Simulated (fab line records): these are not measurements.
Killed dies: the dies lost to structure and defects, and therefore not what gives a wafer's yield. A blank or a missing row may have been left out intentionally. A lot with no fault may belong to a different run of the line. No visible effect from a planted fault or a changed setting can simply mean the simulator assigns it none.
A lot that was struck, set against a sound lot / flow sky130 / 15 steps out of a route of 708
Sound: the wafers L259.1, L259.2, L259.6. Wafers struck: L272.1, L272.2, L272.3. The cause is named last.
At each step with rows: each side's tool, then ch and its chambers, then its first start. Under that, the readings that differ: sound wafers / struck wafers / difference of the means / sigmas: that difference in standard deviations of wafers without a fault.
alike: same words and numbers on both sides, and readings whose means sit less than 2 such deviations apart. not compared: any withheld reading, any reading some wafer has no value for, any bound like >300 that may hide the same value, and any number with overlapping values for which the record gives no deviation.
A row with sigmas, a row that says differs or no value, or rows on one side alone: a step with any of these is where the two part. Non-overlapping numbers with no deviation appear without sigmas and do not part them. Lack of a reading on every wafer of one side parts them only where that side has two or more wafers.

first, 2 steps without rows for these wafers: SKY_VIA3_CLEAN_18 (cleans in IPA, time 180 s); SKY_VIA3_CLEAN_19 (cleans in O3/DIW).
SKY_VIA3_SPUTTER_20: material TiN, target thk 20 nm, time 80 s.
  struck on pvdSputter-03, day 45 21:52; sound on pvdSputter-02, day 42 06:37
  alike: throttleValvePct
then, 1 step without rows for these wafers: SKY_VIA3_CVD_21 (deposits W, target thk 390 nm, time 117.31 s).
SKY_VIA3_RS_MEAS_22: a four-point-probe measurement.
  struck on filmMetro-02, day 45 22:03; sound on filmMetro-03, day 42 06:47
  alike: VIA3_W_RS
SKY_VIA3_THK_MEAS_23: measures by xrf.
  struck on filmMetro-02, day 45 22:10; sound on filmMetro-03, day 42 06:55
  alike: VIA3_W_THK
then, 2 steps without rows for these wafers: SKY_VIA3_CMP_24 (polishes, stops on SiO2, t overpolish 20 s, target thk 0 nm); SKY_METAL4_SPUTTER_00 (material Ti, target thk 15 nm, time 10 s).
SKY_METAL4_SPUTTER_01: material TiN, target thk 20 nm, time 16.7 s.
  struck on pvdSputter-04, day 45 22:33; sound on pvdSputter-04, day 42 07:17
  alike: throttleValvePct
SKY_METAL4_SPUTTER_02: material AlCu, target thk 735 nm, time 39.1 s.
  struck on pvdSputter-04, day 45 22:35; sound on pvdSputter-04, day 42 07:19
  alike: throttleValvePct
SKY_METAL4_SPUTTER_03: material Ti, target thk 5 nm, time 3.3 s.
  struck on pvdSputter-04, day 45 22:37; sound on pvdSputter-04, day 42 07:22
  alike: throttleValvePct
SKY_METAL4_SPUTTER_04: material TiN, target thk 70 nm, time 58.3 s.
  struck on pvdSputter-04, day 45 22:38; sound on pvdSputter-04, day 42 07:23
  alike: throttleValvePct
SKY_CAP2M_CVD_00: deposits SiO2, target thk 15.5 nm.
  sound on pecvd-03 ch 0,1, day 42 07:26; struck on pecvd-03 ch 0,1,2, day 45 22:41
reading=model.SiO2_of_CAP2M_CVD_00.thkNm (nm); sound=15.45 15.51 15.73; struck=5.514 5.591 5.468; difference=-10.039; sigmas=
  alike: heaterPowerW
SKY_CAP2M_THK_MEAS_01:
  struck on filmMetro-04, day 45 22:59; sound on filmMetro-04, day 42 07:27
reading=CAP2M_CVD_00_THK (nm); sound=15.51 15.50 15.70; struck=5.50 5.60 5.45; difference=-10.05; sigmas=-50
  not compared: hold
next, for these wafers, 1 step has no rows: SKY_PAD_OPEN_PROBE_99.

## WHERE THEY PART
SKY_CAP2M_THK_MEAS_01 only, going by this record.

WHY: whatever the simulator had introduced
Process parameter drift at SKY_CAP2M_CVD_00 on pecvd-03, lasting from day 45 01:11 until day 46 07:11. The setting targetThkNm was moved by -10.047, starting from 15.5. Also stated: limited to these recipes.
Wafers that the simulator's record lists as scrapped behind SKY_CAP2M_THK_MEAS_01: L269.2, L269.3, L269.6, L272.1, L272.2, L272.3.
